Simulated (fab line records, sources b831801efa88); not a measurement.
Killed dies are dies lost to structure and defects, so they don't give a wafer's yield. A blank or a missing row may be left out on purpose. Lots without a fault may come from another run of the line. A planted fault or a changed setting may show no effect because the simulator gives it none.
A struck lot beside a sound one | flow sky130 | 32 steps out of a route of 708
Sound: wafers L464.2, L464.3, L464.4. Struck: wafers L478.1, L478.2, L478.4. The cause comes at the end.
At each step with rows: each side's tool, then ch and its chambers, then its first start. Under that, the readings that differ: sound wafers | struck wafers | difference of the means | sigmas: that difference in standard deviations of wafers without a fault.
alike: readings whose means differ by less than 2 such deviations, and words and numbers that are the same on both sides. not compared: withheld readings, readings that some wafer has no value for, bounds like >300 that may hide the same value, and numbers for which the record gives no deviation and whose values overlap.
The two part at a step that has a row with sigmas, a row that says differs or no value, or rows on one side only. Numbers that don't overlap but have no deviation are shown without sigmas and don't part them. A reading that every wafer of one side lacks parts them only if that side has two wafers or more.

SKY_PWDE_OVL_MEAS_07:
  sound on overlay-01, day 4 12:09; struck on overlay-02, day 8 00:52
  alike: PWDE_OVL
then, 1 step without rows for these wafers: SKY_PWDE_IMPLANT_08.
SKY_PWDE_STRIP_09: strips in O2/N2.
  sound on plasma_asher-01 ch 0,1, day 4 12:20; struck on plasma_asher-01 ch 0,1, day 8 01:04
  alike: drypump_motor_current_A, oes_product_au, strip_time_to_endpoint_s
  not compared: rf_hours_counter_h
SKY_PWDE_TW_MEAS_10:
  sound on film_metro-03, day 4 12:26; struck on film_metro-03, day 8 01:10
  alike: PWDE_TW
then, 7 steps without rows for these wafers: SKY_NWELL_DEHYDRATE_03 (time 60 s); SKY_NWELL_HMDS_04 (prime time 60 s); SKY_NWELL_COAT_05 (resist thk 3000 nm); SKY_NWELL_SOFTBAKE_06; SKY_NWELL_EXPOSE_07 (exposes mask NWM, target cd 840 nm); SKY_NWELL_PEB_08; SKY_NWELL_DEVELOP_09 (develop time 60 s).
SKY_NWELL_OVL_MEAS_10:
  sound on overlay-02, day 5 05:27; struck on overlay-01, day 8 21:11
  alike: NWELL_00_OVL
SKY_NWELL_IMPLANT_11:
  sound on implanter-02 ch 0, day 5 05:30; struck on implanter-02 ch 0, day 8 21:14
  reading                   | sound                | struck               | difference | sigmas
  beam_energy_keV           | 399.96 400.12 400.02 | 375.55 375.55 375.61 | -24.46     | -99 or more
  model.implant.rp_nm (nm)  | 488.1 488.1 488.1    | 471.9 471.9 471.9    | -16.2      |
  model.implant.drp_nm (nm) | 116.9 116.9 116.9    | 112.9 112.9 112.9    | -4.0       |
then, 2 steps without rows for these wafers: SKY_NWELL_IMPLANT_12; SKY_NWELL_IMPLANT_13.
SKY_NWELL_STRIP_14: strips in O2/N2.
  sound on plasma_asher-03 ch 0,1, day 5 05:56; struck on plasma_asher-02 ch 0,1, day 8 21:41
  reading                      | sound             | struck            | difference | sigmas
  drypump_motor_current_A (A)  | 6.3 6.3 5.5       | 5.0 5.1 5.0       | -1.0       | -2
  strip_time_to_endpoint_s (s) | 36.88 36.93 36.87 | 37.09 37.12 37.07 | +0.20      | +2
  alike: oes_product_au
  not compared: rf_hours_counter_h
SKY_NWELL_TW_MEAS_15:
  sound on film_metro-03, day 5 06:02; struck on film_metro-03, day 8 21:47
  alike: NWELL_TW
then, 7 steps without rows for these wafers: SKY_NWELL_DEHYDRATE_16 (time 60 s); SKY_NWELL_HMDS_17 (prime time 60 s); SKY_NWELL_COAT_18 (resist thk 3000 nm); SKY_NWELL_SOFTBAKE_19; SKY_NWELL_EXPOSE_20 (exposes mask NWM COMPLEMENT, target cd 840 nm); SKY_NWELL_PEB_21; SKY_NWELL_DEVELOP_22 (develop time 60 s).
SKY_NWELL_OVL_MEAS_23:
  sound on overlay-02, day 5 23:57; struck on overlay-01, day 9 18:47
  alike: NWELL_01_OVL
then, 1 step without rows for these wafers: SKY_NWELL_IMPLANT_24.
SKY_NWELL_STRIP_25: strips in O2/N2.
  sound on plasma_asher-03 ch 0,1, day 6 00:08; struck on plasma_asher-03 ch 0,1, day 9 18:59
  alike: drypump_motor_current_A, oes_product_au, strip_time_to_endpoint_s
  not compared: rf_hours_counter_h
SKY_NWELL_TW_MEAS_26:
  sound on film_metro-01, day 6 00:14; struck on film_metro-03, day 9 19:05
  reading    | sound             | struck            | difference | sigmas
  NWELL_2_TW | 489.9 491.2 489.5 | 498.1 497.7 495.5 | +6.9       | +2
then, 1 step without rows for these wafers: SKY_NWELL_CLEAN_27 (cleans in SC1/SC2, time 150 s).
SKY_NWELL_RTA_28: time 30 s.
  sound on rtp_anneal-02 ch 0, day 6 00:22; struck on rtp_anneal-01 ch 0, day 9 19:11
  alike: lamp_power_pct, ramp_down_c_per_s, wafer_temp_C_max
SKY_NWELL_RS_MEAS_29: measures by four-point-probe.
  sound on film_metro-02, day 6 00:28; struck on film_metro-02, day 9 19:17
  reading           | sound             | struck            | difference | sigmas
  NWELL_RS (ohm/sq) | 624.9 625.4 625.3 | 633.4 634.0 633.3 | +8.4       | +6
-- the record jumps here: 40 days lie between the struck wafers' starts before and after (it left off in module NWELL and takes up again in module PAD_OPEN, whose first step shown is number 708 of the route) --
SKY_PAD_OPEN_PROBE_99:
  sound on prober-01, day 46 10:08; struck on prober-01, day 49 22:34
  reading                                   | sound                | struck               | difference | sigmas
  model.etest.res_nwell.line_ohm_um         | 1174 1179 1148       | 1237 1271 1282       | +96        |
  model.etest.res_nwell.rs_ohm_sq           | 973 986.2 970.2      | 1038 1061 1068       | +79        |
  model.etest.tip_p_5v.rs_ohm_sq            | 2858 2860 2871       | 2883 2895 2904       | +31        |
  model.etest.pfet_16v.drive_ua_um          | 244.9 245.4 246.1    | 235.7 233.2 230.1    | -12.5      |
  model.etest.field_p.vt_v (V)              | -42.59 -43.05 -42.14 | -44.01 -44.9 -45.13  | -2.09      |
  model.etest.pfet_g5v0d10v5.off_log10_a_um | -12.5 -12.68 -12.66  | -13.03 -12.83 -13.13 | -0.38      |
  alike: killed_at_M0_to_M3, killed_at_M4_up, killed_at_contacts, killed_at_front_end, killed_at_other, killed_dies, killed_on_rim, killed_open, killed_short
  not compared: model.etest.nfet_16v.r_on_ohm_um, model.etest.pfet_01v8_lvt.drive_ua_um

WHERE THEY PART
First at SKY_NWELL_IMPLANT_11; last, within this record, at SKY_NWELL_RS_MEAS_29. Later steps at which nothing parts them and some readings are alike: SKY_PAD_OPEN_PROBE_99.

WHY: what the simulator had put in
Process parameter drift: implanter-02, from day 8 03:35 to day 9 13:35, at SKY_NWELL_IMPLANT_11. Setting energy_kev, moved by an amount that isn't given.
